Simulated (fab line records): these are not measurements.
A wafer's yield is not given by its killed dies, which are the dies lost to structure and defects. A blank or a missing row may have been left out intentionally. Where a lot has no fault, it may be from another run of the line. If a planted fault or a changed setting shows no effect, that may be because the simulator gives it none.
fab line records | flow gf180mcu
[record] lots = 12 wafers = 35 last_day = 33
route steps=602 shown PSD@257 V1@338 V3@445 M4@458
lots untouched by any fault: they come from a run of this same line in which no faults occurred
start_h: the number of hours between the record's first day and the start of the first shown wafer of the lot | wait_h: hours from the lot's prior step to this one | " same as the row above | L1.1+2: a row that stands for several wafers | - no value, or no start was given | * or withheld: withheld | < > ~ a bound
route shown NAME@n: a module of which the file shows steps, and the number in the route of the first | usual: mean/standard deviation of fault-free wafers | same: alike in all rows | chamber/n: place in a boat | sites: per-site readings | _std_site: the values' standard deviation | _edge_site: outer sites' mean less inner sites' | radius_mm: for every site, how far away it sits from the centre of the wafer | mask NAME#n: copy n | behind: tool/chamber where the wafer was last shaped | hold: why the lot went on hold/how many hours it stayed there/how the hold came to an end | device: the transistor (n, p or np) that didn't switch | end of line: the same wafers' tests at the end of the route | a step with no rows: only its recipe | killed: dies that structure and defects cost at the first sort, which is not the same as the wafer's yield | map: a wafer's dies, marking killed ones x, the rest . and places with no die _
set.NAME: setting as actually run; set.NAME@STEP: the setting as run at that earlier step | model.NAME: the simulator's own value behind a step, which no gauge read
a sample of lots followed through the steps of the route, with each step as a table and each wafer as a row
services: when a tool's chamber went out of use (start_h, in hours from the record's first day, below 0 if earlier), for how many hours, and the reason
[[steps]]
[step GF_PSD_IMPLANT_09]
[recipe] species = BF2 energy_kev = 40 dose_cm2 = 1.5e+15 tilt_deg = 7
// columns lot.wafer tool chamber start_h wait_h
L535.3+5+6 implanter-04 0 326.96 0.1
L536.1+2+6 implanter-01 0 329.37 0.0
L537.1+2+6 implanter-01 0 347.65 0.0
L541.1+4+6 implanter-04 0 386.07 0.0
L542.2+3+5 implanter-01 0 404.63 0.0
L543.1+2+3 implanter-04 0 414.57 0.0
L544.2+4+5 implanter-04 0 414.89 0.0
L545.2+4+5 implanter-01 0 429.48 0.0
L547.2+3+5 implanter-04 0 436.82 0.0
L550.2+3+5 implanter-01 0 461.47 0.0
L551.2+4+6 implanter-01 0 463.28 0.0
L552.2+6 implanter-01 0 474.72 0.0
[step GF_PSD_STRIP_10]
[recipe] chemistry = O2/N2 power_w = 1400 pressure_mtorr = 1500 platen_temp_c = 250 o2_flow_sccm = 3000 n2_flow_sccm = 300 overash_fraction = 0.5
[usual] drypump_motor_current_A = 5.5/0.55 heater_power_w = 299/19 oes_product_au = 0.592/0.0045 strip_time_to_endpoint_s = 16.54/0.038
// columns lot.wafer tool chamber start_h wait_h drypump_motor_current_A heater_power_w oes_product_au rf_hours_counter_h strip_time_to_endpoint_s
L535.3 plasma_asher-01 1 327.09 0.1 5.7 260 0.591 - 16.55
L535.5 " 1 " " 5.7 266 0.586 - 16.53
L535.6 " 0 " " 4.8 322 0.589 - 16.53
L536.1 plasma_asher-04 1 329.52 0.1 4.7 293 0.597 56 16.59
L536.2 " 0 " " 6.0 315 0.590 56 16.54
L536.6 " 1 " " 4.7 298 0.590 - 16.55
L537.1 plasma_asher-02 0 347.80 0.1 5.9 298 0.600 69 16.55
L537.2 " 1 " " 6.0 288 0.592 69 16.54
L537.6 " 0 " " 5.9 297 0.587 - 16.49
L541.1 plasma_asher-04 1 386.22 0.1 4.8 298 0.592 62 16.55
L541.4 " 1 " " 4.7 301 0.587 - 16.54
L541.6 " 1 " " 4.8 302 0.594 - 16.54
L542.2 plasma_asher-04 1 404.76 0.1 4.8 292 0.590 64 16.65
L542.3 " 0 " " 6.1 319 0.584 - 16.60
L542.5 " 0 " " 6.1 312 0.597 - 16.62
L543.1 plasma_asher-02 0 414.72 0.1 5.9 300 0.590 75 16.52
L543.2 " 1 " " 6.0 292 0.595 75 16.55
L543.3 " 1 " " 6.0 289 0.590 - 16.52
L544.2 plasma_asher-04 1 415.02 0.1 4.7 290 0.593 65 16.47
L544.4 " 0 " " 6.0 311 0.590 - 16.55
L544.5 " 0 " " 6.0 311 0.592 - 16.52
L545.2 plasma_asher-01 1 429.61 0.1 5.7 265 0.592 29 16.51
L545.4 " 1 " " 5.7 264 0.593 - 16.52
L545.5 " 0 " " 4.8 324 0.589 - 16.55
L547.2 plasma_asher-02 1 436.94 0.1 6.0 294 0.583 78 16.54
L547.3 " 0 " " 5.8 301 0.595 - 16.58
L547.5 " 1 " " 6.0 293 0.592 - 16.56
L550.2 plasma_asher-02 1 461.59 0.1 6.0 292 0.609 81 15.90
L550.3 " 0 " " 5.8 297 0.608 - 15.90
L550.5 " 0 " " 5.8 291 0.590 - 16.55
L551.2 plasma_asher-04 0 463.41 0.1 6.1 311 0.598 70 15.85
L551.4 " 1 " " 4.8 305 0.589 - 16.55
L551.6 " 0 " " 6.0 312 0.597 - 16.53
L552.2 plasma_asher-01 1 474.84 0.1 5.7 258 0.610 34 15.95
L552.6 " 0 " " 4.8 323 0.596 - 16.62
[step GF_PSD_TW_MEAS_11]
[usual] PSD_TW = 3209/21
// columns lot.wafer tool chamber start_h wait_h PSD_TW
L535.3 film_metro-01 - 327.18 0.1 3205
L535.5 " - " " 3241
L535.6 " - " " 3213
L536.1 film_metro-04 - 329.62 0.1 3212
L536.2 " - " " 3215
L536.6 " - " " 3212
L537.1 film_metro-01 - 347.90 0.1 3214
L537.2 " - " " 3198
L537.6 " - " " 3181
L541.1 film_metro-02 - 386.32 0.1 3180
L541.4 " - " " 3169
L541.6 " - " " 3172
L542.2 film_metro-01 - 404.87 0.1 3224
L542.3 " - " " 3211
L542.5 " - " " 3216
L543.1 film_metro-01 - 414.82 0.1 3226
L543.2 " - " " 3219
L543.3 " - " " 3238
L544.2 film_metro-02 - 415.13 0.1 3201
L544.4 " - " " 3178
L544.5 " - " " 3203
L545.2 film_metro-02 - 429.72 0.1 3201
L545.4 " - " " 3189
L545.5 " - " " 3202
L547.2 film_metro-01 - 437.05 0.1 3229
L547.3 " - " " 3246
L547.5 " - " " 3242
L550.2 film_metro-04 - 461.70 0.1 3089
L550.3 " - " " 3079
L550.5 " - " " 3212
L551.2 film_metro-01 - 463.52 0.1 3075
L551.4 " - " " 3204
L551.6 " - " " 3220
L552.2 film_metro-02 - 474.95 0.1 3051
L552.6 " - " " 3176
[step GF_PSD_RS_MEAS_15]
[recipe] thk_meas_gauge = four-point-probe
[usual] PSD_RS = 108.54/0.28
// columns lot.wafer tool chamber start_h wait_h PSD_RS[ohm/sq]
L535.3 film_metro-02 - 327.52 0.1 108.41
L535.5 " - " " 108.19
L535.6 " - " " 108.58
L536.1 film_metro-01 - 329.94 0.1 108.44
L536.2 " - " " 108.36
L536.6 " - " " 108.60
L537.1 film_metro-01 - 348.21 0.1 109.13
L537.2 " - " " 109.05
L537.6 " - " " 109.13
L541.1 film_metro-04 - 386.72 0.1 108.58
L541.4 " - " " 108.89
L541.6 " - " " 108.40
L542.2 film_metro-04 - 405.19 0.1 108.27
L542.3 " - " " 108.34
L542.5 " - " " 108.50
L543.1 film_metro-04 - 415.13 0.1 108.52
L543.2 " - " " 108.18
L543.3 " - " " 108.61
L544.2 film_metro-04 - 415.45 0.1 108.59
L544.4 " - " " 108.72
L544.5 " - " " 108.59
L545.2 film_metro-04 - 430.04 0.1 108.41
L545.4 " - " " 108.65
L545.5 " - " " 108.61
L547.2 film_metro-02 - 437.38 0.1 108.75
L547.3 " - " " 108.61
L547.5 " - " " 108.50
L550.2 film_metro-02 - 462.03 0.1 119.14
L550.3 " - " " 118.79
L550.5 " - " " 108.88
L551.2 film_metro-04 - 463.85 0.1 119.27
L551.4 " - " " 108.52
L551.6 " - " " 109.25
L552.2 film_metro-04 - 475.28 0.1 118.58
L552.6 " - " " 108.35
[step GF_V1_THK_MEAS_03]
[recipe] reads = SiO2_of_V1_CVD_02
[usual] V1_CVD_02_THK = 848/11
// columns lot.wafer tool chamber start_h wait_h V1_CVD_02_THK[nm]
L535.3 film_metro-02 - 399.07 0.1 856
L535.5 " - " " 864
L535.6 " - " " 867
L536.1 film_metro-03 - 400.88 0.0 846
L536.2 " - " " 846
L536.6 " - " " 857
L537.1 film_metro-03 - 419.97 0.0 852
L537.2 " - " " 861
L537.6 " - " " 866
L541.1 film_metro-01 - 458.47 0.0 834
L541.4 " - " " 849
L541.6 " - " " 859
L542.2 film_metro-02 - 480.10 0.1 840
L542.3 " - " " 837
L542.5 " - " " 843
L543.1 film_metro-03 - 490.72 0.0 834
L543.2 " - " " 846
L543.3 " - " " 824
L544.2 film_metro-01 - 491.92 0.0 854
L544.4 " - " " 858
L544.5 " - " " 860
L545.2 film_metro-03 - 506.96 0.0 834
L545.4 " - " " 857
L545.5 " - " " 853
L547.2 film_metro-02 - 513.23 0.0 834
L547.3 " - " " 835
L547.5 " - " " 848
L550.2 film_metro-03 - 536.77 0.0 845
L550.3 " - " " 833
L550.5 " - " " 861
L551.2 film_metro-03 - 538.30 0.0 845
L551.4 " - " " 854
L551.6 " - " " 865
L552.2 film_metro-01 - 549.68 0.0 848
L552.6 " - " " 864
[step GF_V3_ETCH_16]
[recipe] chemistry = N2/H2 target_depth_a = withheld overetch_a = withheld time_s = withheld target = BARC ion_energy_ev = 200 source_w = 500 bias_w = 100 pressure_mtorr = 30 n2_flow_sccm = 100 h2_flow_sccm = 200
[usual] drypump_motor_current_A = 5.6/0.43 oes_product_au = 0.855/0.0043 throttle_valve_pct = 13.226/0.0098
// columns lot.wafer tool chamber start_h wait_h drypump_motor_current_A oes_product_au throttle_valve_pct
L535.3 rie_diel-04 1 523.17 0.0 4.8 0.855 13.224
L535.5 " 2 " " 5.1 0.860 13.220
L535.6 " 3 " " 5.9 0.865 13.210
L536.1 rie_diel-04 2 527.82 0.0 5.1 0.862 13.227
L536.2 " 3 " " 5.8 0.857 13.238
L536.6 " 3 " " 5.9 0.852 13.238
L537.1 rie_diel-03 3 545.04 0.0 5.6 0.857 13.225
L537.2 " 1 " " 6.4 0.856 13.212
L537.6 " 2 " " 5.9 0.851 13.224
L541.1 rie_diel-04 0 580.56 0.0 5.8 0.861 13.235
L541.4 " 3 " " 5.9 0.853 13.211
L541.6 " 0 " " 5.8 0.851 13.231
L542.2 rie_diel-03 0 600.61 0.0 6.3 0.854 13.251
L542.3 " 3 " " 5.6 0.854 13.242
L542.5 " 1 " " 6.4 0.854 13.217
L543.1 rie_diel-03 1 608.26 0.0 6.4 0.858 13.231
L543.2 " 3 " " 5.6 0.857 13.219
L543.3 " 2 " " 5.9 0.856 13.228
L544.2 rie_diel-01 3 609.81 0.0 5.8 0.852 13.232
L544.4 " 0 " " 5.9 0.857 13.223
L544.5 " 3 " " 5.8 0.860 13.228
L545.2 rie_diel-01 0 624.06 0.0 5.9 0.860 13.234
L545.4 " 2 " " 5.6 0.853 13.238
L545.5 " 2 " " 5.6 0.854 13.223
L547.2 rie_diel-01 3 628.86 0.0 5.8 0.857 13.224
L547.3 " 1 " " 5.7 0.853 13.239
L547.5 " 1 " " 5.7 0.855 13.225
L550.2 rie_diel-04 0 648.36 0.0 5.8 0.850 13.228
L550.3 " 2 " " 5.1 0.855 13.208
L550.5 " 1 " " 4.8 0.852 13.237
L551.2 rie_diel-01 0 649.74 0.0 5.9 0.852 13.226
L551.4 " 2 " " 5.6 0.858 13.233
L551.6 " 1 " " 5.7 0.857 13.219
L552.2 rie_diel-01 0 660.91 0.0 5.9 0.856 13.240
L552.6 " 1 " " 5.7 0.854 13.224
[step GF_M4_SPUTTER_02]
[recipe] material = AlCu target_thk_nm = 450 power_w = 10600 time_s = 23.9 chamber_pressure_pa = 0.4
[usual] throttle_valve_pct = 30.3/1.2
// columns lot.wafer tool chamber start_h wait_h throttle_valve_pct
L535.3 pvd_sputter-02 - 524.68 0.0 31.1
L535.5 " - " " 31.2
L535.6 " - " " 31.6
L536.1 pvd_sputter-02 - 529.30 0.0 28.8
L536.2 " - " " 30.9
L536.6 " - " " 28.8
L537.1 pvd_sputter-02 - 546.53 0.0 31.0
L537.2 " - " " 30.5
L537.6 " - " " 30.3
L541.1 pvd_sputter-02 - 582.05 0.0 28.9
L541.4 " - " " 31.5
L541.6 " - " " 29.3
L542.2 pvd_sputter-04 - 602.09 0.0 27.9
L542.3 " - " " 31.6
L542.5 " - " " 31.4
L543.1 pvd_sputter-03 - 609.76 0.0 31.1
L543.2 " - " " 30.2
L543.3 " - " " 30.1
L544.2 pvd_sputter-04 - 611.30 0.0 30.8
L544.4 " - " " 27.9
L544.5 " - " " 31.8
L545.2 pvd_sputter-04 - 625.58 0.0 31.7
L545.4 " - " " 29.6
L545.5 " - " " 29.7
L547.2 pvd_sputter-02 - 630.34 0.0 31.2
L547.3 " - " " 28.8
L547.5 " - " " 29.1
L550.2 pvd_sputter-03 - 649.85 0.0 31.1
L550.3 " - " " 30.1
L550.5 " - " " 30.1
L551.2 pvd_sputter-03 - 651.26 0.0 30.4
L551.4 " - " " 30.0
L551.6 " - " " 31.1
L552.2 pvd_sputter-04 - 662.48 0.0 31.5
L552.6 " - " " 31.4
[[services]]
// columns tool chamber start_h hours kind
implanter-04 - 311.92 10.5 pm
implanter-01 - 331.36 2.5 pm
implanter-04 - 351.06 4.7 repair
rie_diel-01 0 378.46 22.7 repair
plasma_asher-04 - 388.75 2.2 repair
rie_diel-01 2 413.42 3.5 repair
plasma_asher-02 - 416.48 2.8 pm
pvd_sputter-02 - 463.07 1.9 repair
rie_diel-01 - 476.18 1.4 repair
rie_diel-01 3 481.50 3.5 repair
rie_diel-01 0 489.09 12.9 repair
plasma_asher-04 - 504.51 0.4 repair
rie_diel-04 1 504.65 1.5 repair
implanter-01 - 546.32 5.1 pm
plasma_asher-04 - 570.76 14.6 pm
implanter-04 - 575.52 3.3 repair
plasma_asher-04 - 590.90 0.4 repair
implanter-01 - 606.92 6.0 pm
plasma_asher-04 - 609.92 2.2 repair
implanter-04 - 612.55 2.7 repair
pvd_sputter-02 - 633.50 4.0 repair
rie_diel-04 1 634.97 10.4 repair
rie_diel-04 1 657.75 2.4 repair
rie_diel-01 - 657.98 2.8 pm
[[key]]
[first_sign] step = GF_PSD_STRIP_10 reading = strip_time_to_endpoint_s direction = down sigmas = 17 usual = * struck = *
[effect] step = GF_PSD_STRIP_10 reading = oes_product_au direction = up sigmas = 3.2 usual = 0.592 struck = 0.606
[effect] step = GF_PSD_TW_MEAS_11 reading = PSD_TW direction = down sigmas = 6.3 usual = 3209 struck = 3073
[effect] step = GF_PSD_RS_MEAS_15 reading = PSD_RS direction = up sigmas = 37 usual = 108.54 struck = 118.94
met_at GF_PSD_IMPLANT_09
struck_lots L550,L551,L552
struck_wafers L550.2,L550.3,L551.2,L552.2
tester_left_out L550,L551,L552
not_acting_at GF_V1_THK_MEAS_03,GF_V3_ETCH_16,GF_M4_SPUTTER_02
onset_between 429.48 461.47
[fault] kind = process_parameter_drift tool = implanter-01 chamber = - onset_h = 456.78 steps = GF_PSD_IMPLANT_09 channel = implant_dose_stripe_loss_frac offset = 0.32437 shape = step end_h = 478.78 scope = struck_wafers_only
// tester_left_out: of these lots the tester's yield and bins aren't shown, on N5 and GAA mostly nor the transistor test; their killed dies are dies lost to structure and defects alone, not to doping, threshold or leakage, so they don't give the yield
